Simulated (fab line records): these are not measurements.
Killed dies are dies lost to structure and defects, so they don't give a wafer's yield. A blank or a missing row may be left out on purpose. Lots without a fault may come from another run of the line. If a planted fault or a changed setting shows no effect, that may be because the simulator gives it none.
Code-filled problem report in 8D (eight disciplines) form	flow sky130	the parts of the form that need people (team, actions taken, sign-off) are left out

## 1. THE ISSUE
Across 6 wafers from 3 lots, METAL5_ALCU_RS at SKY_METAL5_RS_MEAS_05 averages 0.03325 ohm/sq, while fault-free wafers read 0.02719 ohm/sq with a standard deviation of 0.00029. That puts it +21 standard deviations away from the usual mean.
The step: measures by four-point-probe.
First seen on wafer L617.3, day 46 07:13, on film_metro-02. The record holds 30 wafers of 10 lots with a number at this step. Rule for "out", or "out of limits": more than 4 standard deviations from the usual mean. The rest of the wafers with a number are treated as sound.

## 2. WHAT THIS IS AND IS NOT
question	is	is not
which readings at this step	METAL5_ALCU_RS	-
which lots	L617, L619, L621	L606, L607, L609, L612, L618, L625, L626
which wafers of those lots	L617.3, L619.3, L619.5, L621.2, L621.3, L621.5	L617.1, L617.4, L619.6
read on which gauges	film_metro-01, film_metro-02, film_metro-03	-
when	from day 46 07:13	up to then (14 sound wafers); but 10 sound wafers of L618, L619, L625, L626 came after

## 3. WHAT RULES OUT EACH SUSPECT
Counting: any tool at a process step up to the reading remains a suspect provided it ran every lot that is out. Sound lots after the first of them don't rule it out here, since some wafers of a struck lot are sound.
- the gauge at SKY_METAL5_RS_MEAS_05 has been ruled out. The wafers that are out were read on 3 gauges (film_metro-01, film_metro-02, film_metro-03).
- rie_metal-01 at SKY_METAL4_ETCH_16 (etches BARC in N2/H2, stops on SiO2, time 88.2 s, target depth 60 nm): kept. Every lot that is out went through it, the first being L617 (day 45 06:37); the last sound lot it ran before that was L609 (day 43 05:19).
- pvd_sputter-04 at SKY_METAL5_SPUTTER_02 (material AlCu, target thk 1150 nm, time 61.2 s): kept. Every lot that is out went through it, the first being L617 (day 46 07:06); the last sound lot it ran before that was L612 (day 44 22:28).
- pvd_sputter-04 at SKY_METAL5_SPUTTER_04 (material TiN, target thk 70 nm, time 58.3 s): kept. Every lot that is out went through it, the first being L617 (day 46 07:10); the last sound lot it ran before that was L612 (day 44 22:32).
- At SKY_METAL4_ETCH_16 on rie_metal-01, chamber 0 took the sound wafers of the same lots and chamber 1 took the wafers that are out.
rie_metal-01 at SKY_METAL4_ETCH_16, pvd_sputter-04 at SKY_METAL5_SPUTTER_02 and pvd_sputter-04 at SKY_METAL5_SPUTTER_04 are what is left after counting.

## 4. THE CAUSE (what the simulator had put in)
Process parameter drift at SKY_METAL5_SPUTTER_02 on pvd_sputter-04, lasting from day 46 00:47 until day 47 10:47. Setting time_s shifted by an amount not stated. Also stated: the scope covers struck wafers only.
3 suspects survive the count, and this tool is in that group.

## 5. SEQUENCE OF EFFECTS, ordered by route
Each row: a reading whose mean over the struck wafers that have a number lies more than 3 standard deviations from the usual. Readings are gone through only where the record gives a usual standard deviation; hours: the median, over the lots, of the time from a lot's start at the first step in this table giving one to that lot's start at this step; sigmas: the change measured in usual standard deviations.
hours	step	reading	usual	on struck wafers	change	sigmas
0	SKY_METAL5_RS_MEAS_05	METAL5_ALCU_RS	0.02719 ohm/sq	0.03325	+0.00606	+21
0	SKY_METAL5_THK_MEAS_06	METAL5_ALCU_THK	1133 nm	925	-208	-15
20	SKY_METAL5_METAL_ETCH_15	oes_product_au	0.895 a.u.	0.819	-0.077	-15
Here are the process steps it includes:
- SKY_METAL5_METAL_ETCH_15: etches the open film in Cl2/BCl3, stops on SiO2, target depth 1260 nm, time 252 s.

## 6. WHAT WOULD HAVE CAUGHT IT SOONER
Counted from the fault's start at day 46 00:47, it took 6 hours until the first out-of-limits reading at a measuring or inspecting step in this record, taken at day 46 07:13.
An alarm limit of 4 standard deviations would not have fired on the tool readings at SKY_METAL5_SPUTTER_02 for which the record gives a usual standard deviation, since none of them was out on any struck wafer.
Of the lots that are out (3), L619, L621 began SKY_METAL5_SPUTTER_02 on pvd_sputter-04 after day 46 07:13. A hold on the tool at that time would have spared those 2.
